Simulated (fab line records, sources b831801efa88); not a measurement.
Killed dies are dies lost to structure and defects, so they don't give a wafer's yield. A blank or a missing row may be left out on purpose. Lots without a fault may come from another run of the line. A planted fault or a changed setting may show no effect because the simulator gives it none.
A struck lot beside a sound one -- flow sky130 -- 15 out of 708 route steps
Sound: the wafers L243.1, L243.5, L243.6. Struck: wafers L260.4, L260.5, L260.6. At the end, the cause is stated.
Each step with rows lists, per side, the tool, then ch with its chambers, then its first start. Under that, the readings that differ: sound wafers -- struck wafers -- difference of the means -- sigmas: that difference in standard deviations of wafers without a fault.
alike: readings whose means differ by less than 2 such deviations, and words and numbers that are the same on both sides. not compared: withheld readings, readings that some wafer has no value for, bounds like >300 that may hide the same value, and numbers for which the record gives no deviation and whose values overlap.
The two part at a step that has a row with sigmas, a row that says differs or no value, or rows on one side only. When numbers do not overlap yet have no deviation, they are printed without sigmas and do not part them. Lack of a reading on every wafer of one side parts them only where that side has two or more wafers.

SKY_METAL3_ETCH_16: etches BARC in N2/H2, stops on SiO2, time 88.2 s, target depth 60 nm.
  sound on rieMetal-01 ch 1, day 39 03:00; struck on rieMetal-02 ch 0,1, day 44 08:21
  alike: drypumpMotorCurrentA, n2FlowSccm, oesProductAu, throttleValvePct
  not compared: rfHoursCounterH
SKY_METAL3_ETCH_17: etches SiO2 in C4F8/O2/Ar, stops on TiN, time 3.9 s, target depth 15 nm.
  sound on rieDiel-02 ch 0,1, day 39 03:12; struck on rieDiel-04 ch 0,1, day 44 08:25
  alike: oesProductAu
  not compared: rfHoursCounterH
SKY_METAL3_METAL_ETCH_18: etches the open film in Cl2/BCl3, stops on SiO2, target depth 845 nm, time 183.1 s.
  sound on rieMetal-04 ch 0,1, day 39 03:13; struck on rieMetal-01 ch 0,1, day 44 08:29
reading,sound,struck,difference,sigmas
drypumpMotorCurrentA (A),6.1 6.1 6.4,5.1 5.1 5.9,-0.8,-2
  alike: oesProductAu, throttleValvePct
  not compared: rfHoursCounterH
SKY_METAL3_STRIP_19: strips in O2/N2.
  sound on plasmaAsher-04 ch 0,1, day 39 03:23; struck on plasmaAsher-03 ch 0,1, day 44 08:38
  alike: drypumpMotorCurrentA, n2FlowSccm, oesProductAu, stripTimeToEndpointS
  not compared: rfHoursCounterH
then, 4 steps without rows for these wafers: SKY_METAL3_STRIP_20 (strips in post etch residue remover, time 1200 s); SKY_METAL3_CLEAN_21 (cleans in IPA, time 180 s); SKY_METAL3_CLEAN_22 (cleans in O3/DIW); SKY_VIA3_HDPCVD_00 (deposits SiO2, target thk 1635 nm, time 272.5 s).
SKY_VIA3_THK_MEAS_01:
  sound on filmMetro-01, day 39 04:09; struck on filmMetro-04, day 44 09:24
  alike: VIA3_HDPCVD_THK
SKY_VIA3_CMP_02: polishes SiO2.
  sound on cmp-01 ch 0,1,2, day 39 04:19; struck on cmp-01 ch 0,2,3, day 44 09:35
  alike: motorCurrentA
SKY_VIA3_BOW_MEAS_03:
  sound on filmMetro-03, day 39 04:31; struck on filmMetro-03, day 44 09:47
  alike: VIA3_BOW
then, 1 step without rows for these wafers: SKY_VIA3_DEHYDRATE_04 (time 60 s).
SKY_VIA3_HMDS_05: prime time 60 s.
  sound on lithoTrack-03 ch 0, day 39 17:10; struck on lithoTrack-03 ch 0, day 44 20:38
reading,sound,struck,difference,sigmas
primeTempC (C),120.02 120.21 120.20,120.83 120.87 120.80,+0.69,+5
then, 1 step without rows for these wafers: SKY_VIA3_COAT_06 (resist thk 60 nm).
-- the record jumps here: 6 days lie between the struck wafers' starts before and after (it left off in module VIA3 and takes up again in module PAD_OPEN, whose first step shown is number 708 of the route) --
SKY_PAD_OPEN_PROBE_99:
  sound on prober-01, day 46 07:24; struck on prober-01, day 50 11:18
  alike: defectLimitedYield, killed_at_M0_to_M3, killed_at_M4_up, killedAtContacts, killedAtFrontEnd, killedAtOther, killedDies, killedOpen, killedShort, sort_bin_3_pad_short, sort_bin_5_function, sort_bin_6_memory, sortNPass, sortYieldPct

WHERE THEY PART
First at SKY_METAL3_METAL_ETCH_18; last, within this record, at SKY_VIA3_HMDS_05. Later steps at which nothing parts them and some readings are alike: SKY_PAD_OPEN_PROBE_99.

WHY: the cause the simulator had injected
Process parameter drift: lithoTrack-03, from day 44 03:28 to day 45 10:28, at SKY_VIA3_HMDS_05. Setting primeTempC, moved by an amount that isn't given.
